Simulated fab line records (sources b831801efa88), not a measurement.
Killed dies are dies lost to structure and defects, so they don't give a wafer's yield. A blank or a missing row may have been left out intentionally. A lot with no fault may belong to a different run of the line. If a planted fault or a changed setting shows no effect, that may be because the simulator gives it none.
A struck lot beside a sound one    flow sky130    38 out of 708 route steps
Sound: these wafers, L477.2, L477.5, L477.6. Wafers L468.1, L468.5, L468.6 were the ones struck. Last of all comes the cause.
For every step that has rows: the tool of each side, followed by ch and its chambers, followed by its first start. Under that, the readings that differ: sound wafers    struck wafers    difference of the means    sigmas: that difference in standard deviations of wafers without a fault.
alike: a reading whose means differ by less than 2 such deviations, as well as words and numbers matching on both sides. not compared: withheld readings; readings where some wafer has no value; bounds like >300 that might hide an equal value; numbers whose values overlap and for which the record gives no deviation.
The two part at a step that has a row with sigmas, a row that says differs or no value, or rows on one side only. Numbers that don't overlap but have no deviation are shown without sigmas and don't part them. Lack of a reading on every wafer of one side parts them only where that side has two or more wafers.

first, 9 steps without rows for these wafers: SKY_VIA2_SPUTTER_20 (material TiN, target thk 20 nm, time 80 s); SKY_VIA2_CVD_21 (deposits W, target thk 420 nm, time 126.4 s); SKY_VIA2_CMP_24 (polishes, stops on SiO2, t overpolish 20 s, target thk 0 nm); SKY_METAL3_SPUTTER_00 (material Ti, target thk 15 nm, time 10 s); SKY_METAL3_SPUTTER_01 (material TiN, target thk 20 nm, time 16.7 s); SKY_METAL3_SPUTTER_02 (material AlCu, target thk 735 nm, time 39.1 s); SKY_METAL3_SPUTTER_03 (material Ti, target thk 5 nm, time 3.3 s); SKY_METAL3_SPUTTER_04 (material TiN, target thk 70 nm, time 58.3 s); SKY_CAPM_CVD_00 (deposits SiO2, target thk 15.5 nm).
SKY_CAPM_SPUTTER_02: material TiN, target thk 200 nm, time 166.7 s.
  sound on pvd-sputter-02, day 41 11:16; struck on pvd-sputter-04, day 39 05:55
reading                                   sound              struck             difference  sigmas
model.TiN_of_CAPM_SPUTTER_02.thk-nm (nm)  198.7 199.5 197.9  186.6 185.5 187.4  -12.2       
  alike: chamber-pressure-pa, throttle-valve-pct
SKY_CAPM_RS_MEAS_03: the measuring method here is four-point-probe.
  sound on film-metro-02, day 41 11:24; struck on film-metro-04, day 39 06:01
reading               sound           struck          difference  sigmas
CAPM_TIN_RS (ohm/sq)  6.98 6.94 7.00  7.42 7.46 7.39  +0.45       +6
SKY_CAPM_THK_MEAS_04: measures by xrf.
  sound on film-metro-02, day 41 11:31; struck on film-metro-04, day 39 06:08
reading            sound              struck             difference  sigmas
CAPM_TIN_THK (nm)  196.3 197.3 196.1  185.3 183.5 186.4  -11.5       -5
then, 7 steps without rows for these wafers: SKY_CAPM_DEHYDRATE_05 (time 60 s); SKY_CAPM_HMDS_06 (prime time 60 s); SKY_CAPM_COAT_07 (resist thk 1140 nm); SKY_CAPM_SOFTBAKE_08 (time 60 s); SKY_CAPM_EXPOSE_09 (exposes mask CAPM, target cd 1000 nm); SKY_CAPM_PEB_10; SKY_CAPM_DEVELOP_11 (develop time 60 s).
SKY_CAPM_METAL_ETCH_13: etches TiN in Cl2/BCl3, stops on SiO2, target depth 220 nm, time 62.9 s.
  sound on rie-metal-03 ch 0,1, day 42 10:42; struck on rie-metal-03 ch 0,1, day 40 06:28
reading                 sound                 struck                difference  sigmas
oes-product-au (a.u.)   0.941 0.944 0.936     0.899 0.898 0.898     -0.042      -6
throttle-valve-pct (%)  21.921 21.895 21.897  21.948 21.913 21.921  +0.023      +2
  alike: drypump-motor-current-A
  not compared: rf-hours-counter-h
then, 16 steps without rows for these wafers: SKY_CAPM_STRIP_14 (strips in O2/N2); SKY_CAPM_STRIP_15 (strips in post etch residue remover, time 1200 s); SKY_CAPM_CLEAN_16 (cleans in IPA, time 180 s); SKY_CAPM_CLEAN_17 (cleans in O3/DIW); SKY_METAL3_DEHYDRATE_05 (time 60 s); SKY_METAL3_HMDS_06 (prime time 60 s); SKY_METAL3_COAT_07 (resist thk 60 nm); SKY_METAL3_COAT_08 (resist thk 1140 nm); SKY_METAL3_SOFTBAKE_09 (time 90 s); SKY_METAL3_EXPOSE_10 (exposes mask MM3, target cd 300 nm); SKY_METAL3_PEB_11; SKY_METAL3_DEVELOP_12 (develop time 60 s); SKY_METAL3_DESCUM_15 (chemistry O2, time 8 s); SKY_METAL3_ETCH_16 (etches BARC in N2/H2, stops on SiO2, time 88.2 s, target depth 60 nm); SKY_METAL3_ETCH_17 (etches SiO2 in C4F8/O2/Ar, stops on TiN, time 3.9 s, target depth 15 nm); SKY_METAL3_METAL_ETCH_18 (etches the open film in Cl2/BCl3, stops on SiO2, target depth 845 nm, time 183.1 s).
SKY_METAL3_STRIP_20: strips in post etch residue remover, time 1200 s.
  sound on wet-bench-01 ch 2, day 43 10:50; struck on wet-bench-03 ch 1, day 41 07:23
reading                                   sound              struck             difference  sigmas
model.TiN_of_CAPM_SPUTTER_02.thk-nm (nm)  197.9 198.7 197.1  185.7 184.6 186.5  -12.3       
  alike: bath-heat-duty-pct
-- the record jumps here: 7 days lie between the struck wafers' starts before and after (it left off in module METAL3 and takes up again in module PAD_OPEN, whose first step shown is number 708 of the route) --
SKY_PAD_OPEN_PROBE_99:
  sound on prober-02, day 49 16:57; struck on prober-02, day 47 20:31
reading                           sound              struck             difference  sigmas
model.etest.cap-mim.plate-ohm-sq  5.997 6.013 6.079  6.463 6.438 6.368  +0.393      
  alike: defect-limited-yield, killed_at_M0_to_M3, killed_at_M4_up, killed-at-contacts, killed-at-front-end, killed-at-other, killed-dies, killed-open, killed-short, sort_bin_3_pad_short, sort_bin_5_function, sort_bin_6_memory, sort-n-pass, sort-yield-pct

== WHERE THEY PART ==
Earliest at SKY_CAPM_RS_MEAS_03; latest, in this record, at SKY_CAPM_METAL_ETCH_13. Later steps at which nothing parts them and some readings are alike: SKY_METAL3_STRIP_20, SKY_PAD_OPEN_PROBE_99.

WHY: what had been put in by the simulator
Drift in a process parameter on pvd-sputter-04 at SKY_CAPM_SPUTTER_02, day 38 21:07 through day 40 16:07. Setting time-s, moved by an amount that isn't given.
